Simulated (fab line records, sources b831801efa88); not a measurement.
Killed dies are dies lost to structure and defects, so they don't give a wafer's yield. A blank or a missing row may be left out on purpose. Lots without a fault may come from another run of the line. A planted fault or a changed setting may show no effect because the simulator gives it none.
Problem report in the 8D (eight disciplines) form, filled by code | flow sky130 | the parts of the form that need people (team, actions taken, sign-off) are left out

1. THE PROBLEM
killed_at_front_end at SKY_PAD_OPEN_PROBE_99 reads a mean of 207 on 6 wafers of 2 lots; wafers without a fault read 15 with a standard deviation of 4.1. That is +47 standard deviations from the usual mean.
First seen on wafer L125.4, day 49 03:00, on prober-02. The record holds 9 wafers of 3 lots with a number at this step. Rule for "out", or "out of limits": more than 4 standard deviations from the usual mean. The other wafers with a number count as sound.

2. WHAT IT IS AND WHAT IT IS NOT
question                    | is                                              | is not
which readings at this step | killed_at_front_end, killed_dies, killed_on_rim | killed_at_M4_up, killed_at_contacts, killed_at_other
which lots                  | L125, L126                                      | L123
which wafers of those lots  | all that have a number                          | -
read on which tools         | prober-01, prober-02                            | -
when                        | from day 49 03:00                               | up to then (3 sound wafers)

3. SUSPECTS, AND WHAT RULES EACH OUT
Counting: a tool at a process step up to the reading stays a suspect if it ran every lot that is out and no sound lot after the first of them.
- furnace-02 at SKY_GATE_OXIDE_OXIDATION_01 (stabilise 600 s, purge 300 s, target thk 10.268 nm): kept. It ran every lot that is out, first L125 (day 17 08:32), and no sound lot after that.
Left after counting: furnace-02 at SKY_GATE_OXIDE_OXIDATION_01.

4. THE CAUSE (what the simulator had put in)
Chamber particle source: furnace-02, from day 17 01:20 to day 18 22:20, at SKY_GATE_OXIDE_OXIDATION_01. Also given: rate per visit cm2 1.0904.
Counting left only this tool.

5. THE CHAIN OF EFFECTS, in route order
Each row: a reading whose mean over the struck wafers that have a number lies more than 3 standard deviations from the usual. Only readings for which the record gives a usual standard deviation are gone through. hours: the time from each lot's start at the first step in this table that gives one to its start at this step, as a median over the lots. sigmas: the change in usual standard deviations.
hours | step                  | reading             | usual | on struck wafers | change | sigmas
0     | SKY_PAD_OPEN_PROBE_99 | killed_at_front_end | 15    | 207              | +192   | +47
0     | SKY_PAD_OPEN_PROBE_99 | killed_dies         | 87    | 268              | +181   | +21
0     | SKY_PAD_OPEN_PROBE_99 | killed_on_rim       | 17    | 54               | +36    | +9.9
The process steps in it:
- SKY_PAD_OPEN_PROBE_99

6. WHAT WOULD HAVE CAUGHT IT SOONER
In this record the first reading out of limits was taken at day 49 03:00, 770 hours after the fault began at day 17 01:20.
Of the tool readings at SKY_GATE_OXIDE_OXIDATION_01 for which the record gives a usual standard deviation, none was out on any struck wafer, so an alarm limit of 4 standard deviations on them would not have fired.
All the lots that are out (2) had begun SKY_GATE_OXIDE_OXIDATION_01 on furnace-02 by day 49 03:00. A hold on the tool at that time would have spared none of them.
